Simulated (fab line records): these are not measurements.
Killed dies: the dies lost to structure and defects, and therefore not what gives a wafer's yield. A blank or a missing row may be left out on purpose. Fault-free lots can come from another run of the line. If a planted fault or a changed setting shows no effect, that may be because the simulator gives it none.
Struck lot and sound lot, side by side | flow sfq line | 14 steps out of a route of 325
Sound: the wafers L430.2, L430.4, L430.5. Struck: wafers L428.1, L428.5 (left out: L428.3, a lot-mate that was not struck); the cause follows at the end.
Each step with rows lists, per side, the tool, then ch with its chambers, then its first start. Under that, the readings that differ: sound wafers | struck wafers | difference of the means | sigmas: that difference in standard deviations of wafers without a fault.
alike: readings with means less than 2 such deviations apart, plus words and numbers identical on both sides. not compared: withheld readings, readings lacking a value on some wafer, bounds such as >300 that could conceal the same value, and numbers that have no deviation in the record and whose values overlap.
The two part at a step that has a row with sigmas, a row that says differs or no value, or rows on one side only. Numbers that don't overlap but have no deviation are shown without sigmas and don't part them. A reading that every wafer of one side lacks parts them only if that side has two wafers or more.

first, 2 steps without rows for these wafers: SFQ_TRILAYER_I0_VIA_STRIP_SOLV_CLEAN_036 (cleans in NMP, time 600 s); SFQ_TRILAYER_M1_DEP_PRE_CLEAN_038 (time 22.5 s).
SFQ_TRILAYER_M1_DEP_SPUTTER_037: material Nb, target thk 200 nm, time 133.3 s.
  struck on pvd sputter-03, day 12 15:20; sound on pvd sputter-06, day 12 23:44
  alike: throttle valve pct
SFQ_M1_RS_MEAS_909: measurement is done with a four-point probe.
  struck on film metro-02, day 12 15:25; sound on film metro-03, day 12 23:50
  reading           | sound             | struck      | difference | sigmas
  M1_NB_RS (ohm/sq) | 0.875 0.874 0.869 | 0.896 0.891 | +0.021     | +2
then, 6 steps without rows for these wafers: SFQ_TRILAYER_M1_LITHO_COAT_044 (resist thk 62 nm); SFQ_TRILAYER_M1_LITHO_COAT_039 (resist thk 600 nm); SFQ_TRILAYER_M1_LITHO_SOFTBAKE_043; SFQ_TRILAYER_M1_LITHO_EXPOSE_040 (exposes mask M1, target cd 500 nm); SFQ_TRILAYER_M1_LITHO_PEB_042 (peb time 60 s); SFQ_TRILAYER_M1_LITHO_DEVELOP_041 (time 60 s).
-- the record jumps here: 5 days lie between the struck wafers' starts before and after --
SFQ_M1_OVL_MEAS_911:
  struck on overlay-02, day 17 11:23; sound on overlay-01, day 17 23:24
  alike: M1_OVL
SFQ_TRILAYER_M1_BARC_OPEN_METAL_ETCH_054: etches BARC in O2, target depth 125 nm, time 41.7 s.
  sound on rie metal-02 ch 0,1, day 17 23:26; struck on rie metal-04 ch 0,1, day 17 11:26
  reading                                             | sound             | struck      | difference | sigmas
  model.KrF_of_TRILAYER_M1_LITHO_COAT_039.thk nm (nm) | 518.3 516.9 517.9 | 536.3 535.4 | +18.1      |
  alike: drypump motor current A, oes product au
  not compared: rf hours counter h
SFQ_TRILAYER_M1_ETCH_METAL_ETCH_042: etches Nb in Cl2/Ar, stops on SiO2, target depth 240 nm, time 120 s.
  sound on rie metal-02 ch 0,1, day 17 23:29; struck on rie metal-04 ch 0,1, day 17 11:29
  reading                                             | sound             | struck      | difference | sigmas
  model.KrF_of_TRILAYER_M1_LITHO_COAT_039.thk nm (nm) | 379.7 377.2 378.6 | 395.5 396.3 | +17.4      |
  alike: drypump motor current A, oes product au
  not compared: rf hours counter h
SFQ_TRILAYER_M1_STRIP_STRIP_043: strips in O2.
  sound on rie metal-02 ch 0,1, day 17 23:37; struck on rie metal-04 ch 0,1, day 17 11:37
  reading               | sound             | struck      | difference | sigmas
  oes product au (a.u.) | 1.004 1.006 1.000 | 0.986 0.984 | -0.018     | -2
  alike: drypump motor current A
  not compared: rf hours counter h

WHERE THEY PART
Last at SFQ_TRILAYER_M1_STRIP_STRIP_043 as far as this record goes, first at SFQ_M1_RS_MEAS_909.

WHY: the cause the simulator had injected
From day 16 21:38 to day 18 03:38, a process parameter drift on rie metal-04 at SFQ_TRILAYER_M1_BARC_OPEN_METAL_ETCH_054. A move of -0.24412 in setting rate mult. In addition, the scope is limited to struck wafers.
